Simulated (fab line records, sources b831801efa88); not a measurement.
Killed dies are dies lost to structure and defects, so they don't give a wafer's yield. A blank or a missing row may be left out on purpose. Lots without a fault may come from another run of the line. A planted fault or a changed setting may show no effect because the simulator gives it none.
fab line records | flow gf180mcu
record lots=24 wafers=72 last_day=34
route steps=602 shown SAB@265 V1@353 M2@364 V2@385 M3@425
lots that met no fault: from a run of the same line without faults
start_h: hours from the record's first day to the start of the lot's first wafer shown | wait_h: hours since the lot's step before | " the same as in the row above | L1.1+2: a row that stands for several wafers | - no value, or no start given | * or withheld: withheld | < > ~ a bound
route shown NAME@n: a module of which the file shows steps, and the number in the route of the first | usual: mean/standard deviation of fault-free wafers | same: alike in all rows | chamber/n: place in a boat | sites: the reading at each site | _std_site: their standard deviation | _edge_site: outer sites' mean less inner sites' | radius_mm: how far each site lies from the wafer's centre | mask NAME#n: copy n | behind: the tool/chamber that last shaped the wafer | hold: why the lot was held/for how many hours/how that ended | device: the transistor (n, p or np) that didn't switch | end of line: the same wafers' tests at the end of the route | a step without rows: its recipe alone | killed: dies lost to structure and defects at the first sort, not the wafer's yield | map: a wafer's dies, x killed, . not, _ none there
set.NAME: the setting as run; set.NAME@STEP: as run at that earlier step | model.NAME: the simulator's own value behind a step, which no gauge read
steps of the route over a sample of lots; a table a step, a row a wafer
services: from which hour (start_h, from the record's first day; less than 0 if before it) a tool's chamber was out of use, for how many hours, and why
## steps
# step GF_SAB_THK_MEAS_01
# recipe reads=SiO2_of_SAB_CVD_00
# usual SAB_CVD_00_THK=50.1/0.58
# columns lot.wafer tool chamber start_h wait_h SAB_CVD_00_THK[nm]
L074.3 film_metro-02 - 324.30 0.0 50.2
L074.5 " - " " 50.4
L074.6 " - " " 50.9
L075.1 film_metro-01 - 327.56 0.0 50.1
L075.2 " - " " 49.3
L075.5 " - " " 50.6
L076.1 film_metro-01 - 337.96 0.0 49.8
L076.2 " - " " 49.6
L076.5 " - " " 50.7
L077.1 film_metro-01 - 343.21 0.0 49.8
L077.3 " - " " 50.4
L077.5 " - " " 50.3
L078.2 film_metro-04 - 350.66 0.1 49.3
L078.3 " - " " 49.8
L078.5 " - " " 50.0
L079.1 film_metro-01 - 359.94 0.0 50.1
L079.3 " - " " 49.9
L079.6 " - " " 51.0
L080.2 film_metro-01 - 367.03 0.0 49.2
L080.5 " - " " 49.6
L080.6 " - " " 50.2
L081.2 film_metro-01 - 381.47 0.0 50.2
L081.4 " - " " 51.0
L081.6 " - " " 50.5
L082.1 film_metro-02 - 391.78 0.0 49.9
L082.3 " - " " 49.7
L082.6 " - " " 51.4
L083.2 film_metro-01 - 397.89 0.0 50.4
L083.3 " - " " 50.0
L083.6 " - " " 51.3
L084.4 film_metro-01 - 403.09 0.0 51.4
L084.5 " - " " 50.9
L084.6 " - " " 50.7
L085.1 film_metro-04 - 413.22 0.0 49.5
L085.3 " - " " 49.7
L085.4 " - " " 49.9
L086.1 film_metro-02 - 422.98 0.0 50.0
L086.2 " - " " 49.7
L086.3 " - " " 49.8
L087.1 film_metro-04 - 425.96 0.0 50.1
L087.3 " - " " 49.4
L087.6 " - " " 50.4
L088.4 film_metro-01 - 442.14 0.0 49.8
L088.5 " - " " 49.9
L088.6 " - " " 49.8
L089.3 film_metro-04 - 449.20 0.0 50.0
L089.4 " - " " 50.5
L089.6 " - " " 50.3
L090.2 film_metro-04 - 461.78 0.0 49.4
L090.3 " - " " 50.5
L090.6 " - " " 49.8
L091.3 film_metro-04 - 463.43 0.0 50.4
L091.5 " - " " 50.9
L091.6 " - " " 50.4
L092.3 film_metro-04 - 471.70 0.0 50.1
L092.4 " - " " 50.2
L092.6 " - " " 50.3
L093.1 film_metro-02 - 477.48 0.0 50.4
L093.5 " - " " 50.7
L093.6 " - " " 50.5
L094.1 film_metro-01 - 487.96 0.0 49.4
L094.2 " - " " 49.2
L094.4 " - " " 50.1
L095.1 film_metro-04 - 494.41 0.0 49.8
L095.4 " - " " 50.4
L095.5 " - " " 50.3
L096.2 film_metro-02 - 503.82 0.0 49.4
L096.4 " - " " 49.9
L096.5 " - " " 50.0
L097.1 film_metro-02 - 508.81 0.0 50.1
L097.2 " - " " 50.2
L097.3 " - " " 50.4
# step GF_V1_STRIP_18
# recipe chemistry=O2/N2 power_w=1400 pressure_mtorr=1500 platen_temp_c=250 o2_flow_sccm=3000 n2_flow_sccm=300 overash_fraction=0.5
# usual drypump_motor_current_A=5.4/0.41 heater_power_w=349/15 n2_flow_sccm=300.1/0.9 oes_product_au=0.585/0.0048
# columns lot.wafer tool chamber start_h wait_h drypump_motor_current_A heater_power_w n2_flow_sccm oes_product_au rf_hours_counter_h
L074.3 plasma_asher-02 0 417.47 - 6.2 356 299.2 0.585 -
L074.5 " 1 " " 5.3 367 301.1 0.593 -
L074.6 " 0 " " 6.2 358 299.6 0.578 -
L075.1 plasma_asher-04 0 421.19 - 5.6 332 300.5 0.584 62
L075.2 " 1 " " 4.8 319 300.8 0.585 62
L075.5 " 1 " " 4.8 316 300.2 0.584 -
L076.1 plasma_asher-01 0 434.04 - 5.4 342 300.3 0.578 32
L076.2 " 1 " " 5.1 361 301.0 0.589 32
L076.5 " 0 " " 5.4 334 300.1 0.583 -
L077.1 plasma_asher-04 1 438.99 - 4.9 326 300.5 0.587 64
L077.3 " 0 " " 5.6 335 299.9 0.590 -
L077.5 " 1 " " 4.9 321 300.1 0.582 -
L078.2 plasma_asher-02 0 447.26 - 6.2 366 299.2 0.588 81
L078.3 " 0 " " 6.2 358 300.6 0.588 -
L078.5 " 1 " " 5.3 361 299.5 0.592 -
L079.1 plasma_asher-01 1 457.54 - 5.1 355 300.6 0.585 34
L079.3 " 1 " " 5.1 370 298.8 0.582 -
L079.6 " 1 " " 5.2 357 300.4 0.590 -
L080.2 plasma_asher-02 1 466.86 - 5.3 361 300.8 0.585 83
L080.5 " 1 " " 5.3 356 299.2 0.578 -
L080.6 " 0 " " 6.2 364 298.6 0.590 -
L081.2 plasma_asher-01 0 481.04 - 5.4 346 300.8 0.581 36
L081.4 " 1 " " 5.2 351 299.1 0.584 -
L081.6 " 1 " " 5.1 365 299.5 0.585 -
L082.1 plasma_asher-04 1 492.51 - 4.9 321 299.9 0.576 69
L082.3 " 0 " " 5.6 348 299.9 0.582 -
L082.6 " 1 " " 4.9 319 300.8 0.576 -
L083.2 plasma_asher-02 1 497.81 - 5.3 358 300.4 0.579 86
L083.3 " 1 " " 5.3 353 300.7 0.594 -
L083.6 " 0 " " 6.2 355 300.4 0.587 -
L084.4 plasma_asher-04 0 503.97 - 5.6 342 299.7 0.591 -
L084.5 " 1 " " 4.9 324 298.4 0.581 -
L084.6 " 0 " " 5.6 331 299.0 0.592 -
L085.1 plasma_asher-01 0 515.19 - 5.4 343 300.0 0.587 40
L085.3 " 0 " " 5.4 340 299.3 0.585 -
L085.4 " 1 " " 5.2 366 301.0 0.588 -
L086.1 plasma_asher-02 1 524.05 - 5.3 360 300.0 0.579 89
L086.2 " 0 " " 6.2 362 298.6 0.588 89
L086.3 " 0 " " 6.2 369 299.7 0.585 -
L087.1 plasma_asher-04 1 528.40 - 4.9 320 299.1 0.584 73
L087.3 " 1 " " 4.8 325 298.4 0.586 -
L087.6 " 1 " " 4.9 328 300.2 0.584 -
L088.4 plasma_asher-02 1 541.74 - 5.3 358 299.9 0.584 -
L088.5 " 1 " " 5.3 361 301.0 0.591 -
L088.6 " 0 " " 6.2 367 299.8 0.577 -
L089.3 plasma_asher-02 0 548.67 - 6.2 363 299.7 0.585 -
L089.4 " 1 " " 5.3 347 299.8 0.590 -
L089.6 " 1 " " 5.3 350 299.2 0.589 -
L090.2 plasma_asher-01 1 558.30 - 5.2 362 299.8 0.593 44
L090.3 " 1 " " 5.2 369 300.7 0.585 -
L090.6 " 0 " " 5.4 337 301.5 0.595 -
L091.3 plasma_asher-02 1 562.39 - 5.3 363 298.8 0.585 -
L091.5 " 1 " " 5.3 359 300.8 0.583 -
L091.6 " 0 " " 6.2 356 300.5 0.580 -
L092.3 plasma_asher-01 0 568.77 - 5.4 337 300.6 0.583 -
L092.4 " 1 " " 5.2 356 301.0 0.592 -
L092.6 " 1 " " 5.2 360 301.0 0.592 -
L093.1 plasma_asher-01 0 573.78 - 5.4 337 300.1 0.593 46
L093.5 " 1 " " 5.1 360 301.3 0.583 -
L093.6 " 0 " " 5.4 333 301.2 0.583 -
L094.1 plasma_asher-01 1 583.43 - 5.2 356 299.3 0.589 47
L094.2 " 0 " " 5.4 335 300.3 0.585 47
L094.4 " 1 " " 5.2 363 301.4 0.581 -
L095.1 plasma_asher-01 1 588.90 - 5.2 360 300.3 0.592 47
L095.4 " 0 " " 5.4 336 301.9 0.582 -
L095.5 " 0 " " 5.4 333 299.9 0.594 -
L096.2 plasma_asher-01 0 598.25 - 5.4 334 300.5 0.578 49
L096.4 " 0 " " 5.4 333 298.6 0.582 -
L096.5 " 1 " " 5.2 368 299.9 0.580 -
L097.1 plasma_asher-02 0 602.98 - 6.1 361 301.4 0.595 98
L097.2 " 1 " " 5.3 368 299.6 0.590 98
L097.3 " 1 " " 5.3 356 298.1 0.585 -
# step GF_M2_SPUTTER_02
# recipe material=AlCu target_thk_nm=450 power_w=10600 time_s=23.9 chamber_pressure_pa=0.4
# usual chamber_pressure_pa=0.4001/0.00088 throttle_valve_pct=30.2/1.1
# columns lot.wafer tool chamber start_h wait_h chamber_pressure_pa throttle_valve_pct
L074.3 pvd_sputter-01 - 418.79 0.0 0.4000 30.5
L074.5 " - " " 0.4008 31.8
L074.6 " - " " 0.3997 30.5
L075.1 pvd_sputter-02 - 422.57 0.0 0.4028 29.5
L075.2 " - " " 0.4011 31.4
L075.5 " - " " 0.4002 29.3
L076.1 pvd_sputter-04 - 435.39 0.0 0.4004 28.1
L076.2 " - " " 0.3999 28.8
L076.5 " - " " 0.4009 28.8
L077.1 pvd_sputter-01 - 440.34 0.0 0.3994 29.2
L077.3 " - " " 0.3992 31.6
L077.5 " - " " 0.3985 29.1
L078.2 pvd_sputter-02 - 448.80 0.0 0.3996 29.1
L078.3 " - " " 0.4002 31.7
L078.5 " - " " 0.4017 29.8
L079.1 pvd_sputter-01 - 459.05 0.0 0.3994 31.3
L079.3 " - " " 0.3995 29.2
L079.6 " - " " 0.3994 29.5
L080.2 pvd_sputter-02 - 468.64 0.0 0.4001 29.5
L080.5 " - " " 0.4000 29.9
L080.6 " - " " 0.4005 30.0
L081.2 pvd_sputter-01 - 482.40 0.0 0.3997 30.6
L081.4 " - " " 0.3987 31.8
L081.6 " - " " 0.3997 31.5
L082.1 pvd_sputter-04 - 493.89 0.0 0.3991 29.8
L082.3 " - " " 0.3999 28.1
L082.6 " - " " 0.4006 28.9
L083.2 pvd_sputter-02 - 499.17 0.0 0.4007 29.2
L083.3 " - " " 0.4015 29.4
L083.6 " - " " 0.4004 29.6
L084.4 pvd_sputter-01 - 505.29 0.0 0.3988 31.1
L084.5 " - " " 0.4005 31.4
L084.6 " - " " 0.4013 29.5
L085.1 pvd_sputter-04 - 516.57 0.0 0.4009 28.1
L085.3 " - " " 0.4012 29.0
L085.4 " - " " 0.4015 29.6
L086.1 pvd_sputter-01 - 525.41 0.0 0.4008 29.2
L086.2 " - " " 0.4003 31.8
L086.3 " - " " 0.4012 30.6
L087.1 pvd_sputter-01 - 529.76 0.0 0.4009 31.3
L087.3 " - " " 0.4002 29.3
L087.6 " - " " 0.4008 31.1
L088.4 pvd_sputter-01 - 543.07 0.0 0.3998 30.6
L088.5 " - " " 0.3996 30.7
L088.6 " - " " 0.3997 31.7
L089.3 pvd_sputter-02 - 550.02 0.0 0.3988 29.9
L089.4 " - " " 0.4009 29.8
L089.6 " - " " 0.3998 29.7
L090.2 pvd_sputter-01 - 559.67 0.0 0.4005 29.1
L090.3 " - " " 0.4010 31.5
L090.6 " - " " 0.3990 29.3
L091.3 pvd_sputter-01 - 563.74 0.0 0.4005 31.4
L091.5 " - " " 0.4005 31.7
L091.6 " - " " 0.4009 29.3
L092.3 pvd_sputter-01 - 570.10 0.0 0.4002 29.0
L092.4 " - " " 0.4007 31.6
L092.6 " - " " 0.4002 31.3
L093.1 pvd_sputter-01 - 575.14 0.0 0.3992 31.1
L093.5 " - " " 0.3992 29.2
L093.6 " - " " 0.3996 31.8
L094.1 pvd_sputter-02 - 584.79 0.0 0.3999 31.3
L094.2 " - " " 0.3995 29.5
L094.4 " - " " 0.4000 29.1
L095.1 pvd_sputter-01 - 590.26 0.0 0.4002 31.0
L095.4 " - " " 0.4005 29.1
L095.5 " - " " 0.3997 29.4
L096.2 pvd_sputter-01 - 599.95 0.0 0.4004 31.0
L096.4 " - " " 0.3991 31.3
L096.5 " - " " 0.4020 31.0
L097.1 pvd_sputter-01 - 604.68 0.0 0.4000 31.4
L097.2 " - " " 0.3994 30.8
L097.3 " - " " 0.4005 30.7
# step GF_V2_THK_MEAS_03
# recipe reads=SiO2_of_V2_CVD_02
# usual V2_CVD_02_THK=851/11
# columns lot.wafer tool chamber start_h wait_h V2_CVD_02_THK[nm]
L074.3 film_metro-02 - 444.09 0.1 841
L074.5 " - " " 857
L074.6 " - " " 861
L075.1 film_metro-01 - 448.03 0.0 849
L075.2 " - " " 846
L075.5 " - " " 857
L076.1 film_metro-02 - 461.03 0.0 838
L076.2 " - " " 845
L076.5 " - " " 860
L077.1 film_metro-02 - 466.20 0.0 848
L077.3 " - " " 829
L077.5 " - " " 856
L078.2 film_metro-03 - 473.77 0.0 845
L078.3 " - " " 838
L078.5 " - " " 856
L079.1 film_metro-03 - 484.46 0.0 846
L079.3 " - " " 843
L079.6 " - " " 846
L080.2 film_metro-01 - 494.22 0.0 857
L080.5 " - " " 884
L080.6 " - " " 869
L081.2 film_metro-02 - 507.28 0.0 837
L081.4 " - " " 848
L081.6 " - " " 840
L082.1 film_metro-02 - 518.77 0.0 845
L082.3 " - " " 849
L082.6 " - " " 859
L083.2 film_metro-03 - 522.83 0.0 848
L083.3 " - " " 838
L083.6 " - " " 853
L084.4 film_metro-03 - 529.93 0.0 851
L084.5 " - " " 849
L084.6 " - " " 843
L085.1 film_metro-03 - 540.97 0.0 842
L085.3 " - " " 835
L085.4 " - " " 856
L086.1 film_metro-03 - 549.76 0.0 857
L086.2 " - " " 846
L086.3 " - " " 860
L087.1 film_metro-02 - 553.75 0.0 843
L087.3 " - " " 837
L087.6 " - " " 842
L088.4 film_metro-03 - 566.52 0.1 879
L088.5 " - " " 866
L088.6 " - " " 884
L089.3 film_metro-01 - 573.56 0.1 851
L089.4 " - " " 852
L089.6 " - " " 852
L090.2 film_metro-02 - 582.58 0.0 843
L090.3 " - " " 843
L090.6 " - " " 871
L091.3 film_metro-01 - 585.27 0.1 842
L091.5 " - " " 862
L091.6 " - " " 861
L092.3 film_metro-02 - 593.07 0.1 831
L092.4 " - " " 847
L092.6 " - " " 858
L093.1 film_metro-01 - 597.68 0.0 858
L093.5 " - " " 864
L093.6 " - " " 860
L094.1 film_metro-02 - 606.85 0.0 830
L094.2 " - " " 842
L094.4 " - " " 841
L095.1 film_metro-03 - 612.25 0.0 837
L095.4 " - " " 853
L095.5 " - " " 864
L096.2 film_metro-03 - 622.05 0.0 850
L096.4 " - " " 870
L096.5 " - " " 865
L097.1 film_metro-02 - 626.29 0.0 845
L097.2 " - " " 857
L097.3 " - " " 843
# step GF_V2_BOW_MEAS_05
# recipe mode=bow
# usual V2_BOW=100/8.1
# columns lot.wafer tool chamber start_h wait_h V2_BOW[um]
L074.3 film_metro-02 - 444.47 0.1 113
L074.5 " - " " 92
L074.6 " - " " 89
L075.1 film_metro-02 - 448.39 0.1 108
L075.2 " - " " 96
L075.5 " - " " 101
L076.1 film_metro-01 - 461.39 0.2 101
L076.2 " - " " 102
L076.5 " - " " 115
L077.1 film_metro-01 - 466.56 0.2 104
L077.3 " - " " 105
L077.5 " - " " 107
L078.2 film_metro-02 - 474.23 0.2 98
L078.3 " - " " 106
L078.5 " - " " 100
L079.1 film_metro-02 - 484.82 0.2 104
L079.3 " - " " 100
L079.6 " - " " 100
L080.2 film_metro-03 - 494.59 0.3 99
L080.5 " - " " 96
L080.6 " - " " 100
L081.2 film_metro-01 - 507.65 0.1 90
L081.4 " - " " 92
L081.6 " - " " 98
L082.1 film_metro-02 - 519.13 0.2 96
L082.3 " - " " 107
L082.6 " - " " 104
L083.2 film_metro-03 - 523.20 0.2 111
L083.3 " - " " 117
L083.6 " - " " 108
L084.4 film_metro-03 - 530.32 0.3 90
L084.5 " - " " 114
L084.6 " - " " 91
L085.1 film_metro-02 - 541.33 0.2 90
L085.3 " - " " 95
L085.4 " - " " 91
L086.1 film_metro-03 - 550.12 0.2 103
L086.2 " - " " 104
L086.3 " - " " 112
L087.1 film_metro-02 - 554.11 0.2 89
L087.3 " - " " 101
L087.6 " - " " 104
L088.4 film_metro-01 - 566.91 0.3 103
L088.5 " - " " 98
L088.6 " - " " 109
L089.3 film_metro-03 - 573.94 0.2 91
L089.4 " - " " 98
L089.6 " - " " 102
L090.2 film_metro-01 - 583.02 0.3 100
L090.3 " - " " 114
L090.6 " - " " 97
L091.3 film_metro-02 - 585.65 0.3 82
L091.5 " - " " 85
L091.6 " - " " 84
L092.3 film_metro-03 - 593.45 0.1 94
L092.4 " - " " 91
L092.6 " - " " 107
L093.1 film_metro-01 - 598.04 0.2 98
L093.5 " - " " 110
L093.6 " - " " 80
L094.1 film_metro-02 - 607.21 0.2 103
L094.2 " - " " 94
L094.4 " - " " 109
L095.1 film_metro-02 - 612.61 0.1 90
L095.4 " - " " 91
L095.5 " - " " 88
L096.2 film_metro-01 - 622.42 0.3 88
L096.4 " - " " 96
L096.5 " - " " 101
L097.1 film_metro-02 - 626.65 0.2 111
L097.2 " - " " 111
L097.3 " - " " 119
# step GF_M3_METAL_ETCH_16
# recipe chemistry=Cl2/BCl3 mask_material=KrF target_depth_nm=627.5 stop_on=SiO2 pressure_mtorr=8 icp_w=800 bias_w=140 Cl2_flow_sccm=80 bcl3_flow_sccm=40 time_s=104.6
# usual bias_w=140.0/0.45 drypump_motor_current_A=5.9/0.51 oes_product_au=0.973/0.0058 throttle_valve_pct=28.248/0.0095
# columns lot.wafer tool chamber start_h wait_h bias_w drypump_motor_current_A oes_product_au rf_hours_counter_h throttle_valve_pct
L074.3 rie_metal-04 0 494.54 0.1 140.2 5.9 0.970 - 28.230
L074.5 " 0 " " 139.6 5.9 0.964 - 28.256
L074.6 " 1 " " 140.4 6.7 0.970 - 28.245
L075.1 rie_metal-01 0 497.71 0.0 139.8 5.5 0.971 6 28.253
L075.2 " 1 " " 140.4 5.1 0.964 1 28.254
L075.5 " 1 " " 140.3 5.2 0.966 - 28.263
L076.1 rie_metal-04 0 510.28 0.0 140.4 5.9 0.967 0 28.257
L076.2 " 1 " " 139.3 6.7 0.965 1 28.243
L076.5 " 1 " " 140.1 6.7 0.988 - 28.244
L077.1 rie_metal-01 1 515.68 0.0 140.4 5.1 0.975 1 28.257
L077.3 " 1 " " 140.0 5.2 0.977 - 28.241
L077.5 " 1 " " 139.8 5.1 0.966 - 28.252
L078.2 rie_metal-04 1 522.63 0.0 140.4 6.7 0.974 2 28.248
L078.3 " 0 " " 141.0 5.9 0.975 - 28.242
L078.5 " 0 " " 140.2 5.9 0.977 - 28.240
L079.1 rie_metal-01 1 533.46 0.0 138.8 5.1 0.967 2 28.251
L079.3 " 1 " " 139.7 5.1 0.973 - 28.242
L079.6 " 0 " " 140.2 5.5 0.967 - 28.242
L080.2 rie_metal-02 0 543.13 0.0 140.1 5.7 0.975 12 28.245
L080.5 " 0 " " 139.6 5.7 0.974 - 28.245
L080.6 " 1 " " 140.1 6.4 0.988 - 28.241
L081.2 rie_metal-01 0 554.33 0.0 140.3 5.5 0.968 7 28.256
L081.4 " 0 " " 139.9 5.5 0.970 - 28.256
L081.6 " 1 " " 140.3 5.1 0.974 - 28.249
L082.1 rie_metal-04 0 567.41 0.0 139.5 5.9 0.975 2 28.259
L082.3 " 0 " " 139.7 5.9 0.964 - 28.264
L082.6 " 0 " " 139.6 5.9 0.978 - 28.264
L083.2 rie_metal-02 0 569.58 0.0 140.0 5.7 0.974 13 28.251
L083.3 " 0 " " 139.8 5.7 0.981 - 28.241
L083.6 " 1 " " 139.8 6.4 0.976 - 28.234
L084.4 rie_metal-04 1 577.10 0.0 139.7 6.7 0.965 - 28.236
L084.5 " 0 " " 140.1 5.9 0.975 - 28.235
L084.6 " 1 " " 139.5 6.7 0.978 - 28.252
L085.1 rie_metal-04 0 586.96 0.0 139.7 5.9 0.978 3 28.250
L085.3 " 0 " " 139.6 5.9 0.974 - 28.265
L085.4 " 1 " " 140.3 6.7 0.967 - 28.248
L086.1 rie_metal-02 1 595.46 0.0 140.8 6.5 0.976 5 28.248
L086.2 " 1 " " 140.1 6.5 0.971 - 28.249
L086.3 " 1 " " 140.3 6.4 0.985 - 28.252
L087.1 rie_metal-01 1 598.66 0.0 139.2 5.1 0.964 3 28.250
L087.3 " 0 " " 139.6 5.5 0.962 - 28.255
L087.6 " 0 " " 139.5 5.5 0.969 - 28.249
L088.4 rie_metal-02 1 611.11 0.0 140.4 6.5 0.972 - 28.231
L088.5 " 0 " " 141.2 5.7 0.978 - 28.245
L088.6 " 1 " " 140.0 6.4 0.976 - 28.248
L089.3 rie_metal-02 1 616.84 0.1 140.5 6.4 0.973 - 28.261
L089.4 " 0 " " 140.5 5.8 0.966 - 28.241
L089.6 " 1 " " 140.4 6.4 0.970 - 28.237
L090.2 rie_metal-02 1 626.61 0.0 141.0 6.4 0.974 6 28.257
L090.3 " 1 " " 140.5 6.4 0.969 - 28.247
L090.6 " 1 " " 140.1 6.4 0.973 - 28.270
L091.3 rie_metal-01 1 629.70 0.1 140.4 5.1 0.978 - 28.252
L091.5 " 0 " " 140.9 5.5 0.974 - 28.271
L091.6 " 1 " " 140.2 5.1 0.979 - 28.254
L092.3 rie_metal-02 0 636.09 0.1 140.2 5.7 0.976 - 28.247
L092.4 " 1 " " 139.6 6.4 0.969 - 28.239
L092.6 " 0 " " 140.3 5.7 0.971 - 28.254
L093.1 rie_metal-02 1 640.37 0.0 139.1 6.4 0.975 6 28.242
L093.5 " 0 " " 139.2 5.7 0.969 - 28.247
L093.6 " 1 " " 139.7 6.5 0.975 - 28.216
L094.1 rie_metal-02 0 649.01 0.0 139.9 5.7 0.981 2 28.257
L094.2 " 1 " " 140.2 6.4 0.977 6 28.239
L094.4 " 0 " " 139.6 5.7 0.970 - 28.260
L095.1 rie_metal-02 0 655.11 0.0 139.8 5.8 0.960 2 28.262
L095.4 " 0 " " 140.1 5.7 0.973 - 28.242
L095.5 " 0 " " 140.3 5.8 0.968 - 28.264
L096.2 rie_metal-01 0 664.06 0.0 139.5 5.5 0.970 10 28.250
L096.4 " 0 " " 139.8 5.5 0.966 - 28.267
L096.5 " 1 " " 139.9 5.1 0.973 - 28.256
L097.1 rie_metal-02 1 667.62 0.0 139.3 6.4 0.975 7 28.229
L097.2 " 0 " " 140.0 5.7 0.978 2 28.247
L097.3 " 0 " " 140.2 5.7 0.967 - 28.254
## services
# columns tool chamber start_h hours kind
pvd_sputter-04 - 421.75 4.0 repair
pvd_sputter-01 - 423.79 14.8 repair
rie_metal-04 - 432.63 0.9 repair
pvd_sputter-02 - 433.17 1.2 repair
plasma_asher-02 - 441.66 4.6 repair
rie_metal-04 1 446.51 4.1 repair
rie_metal-02 - 449.58 4.3 pm
plasma_asher-02 - 454.66 0.4 repair
pvd_sputter-01 - 459.41 4.9 repair
plasma_asher-01 - 477.67 0.6 repair
pvd_sputter-01 - 514.62 1.9 repair
plasma_asher-01 - 527.28 2.4 repair
pvd_sputter-02 - 540.59 3.0 repair
pvd_sputter-02 - 578.17 2.2 repair
rie_metal-02 1 578.71 6.3 repair
rie_metal-02 - 588.76 0.8 repair
pvd_sputter-01 - 596.98 2.5 repair
plasma_asher-02 - 597.09 2.2 repair
pvd_sputter-02 - 597.46 14.0 repair
plasma_asher-04 - 599.39 15.6 pm
rie_metal-04 - 601.11 14.6 pm
rie_metal-01 0 613.29 3.4 repair
rie_metal-01 0 626.04 3.5 repair
plasma_asher-02 - 659.48 10.8 repair
## key
fault none
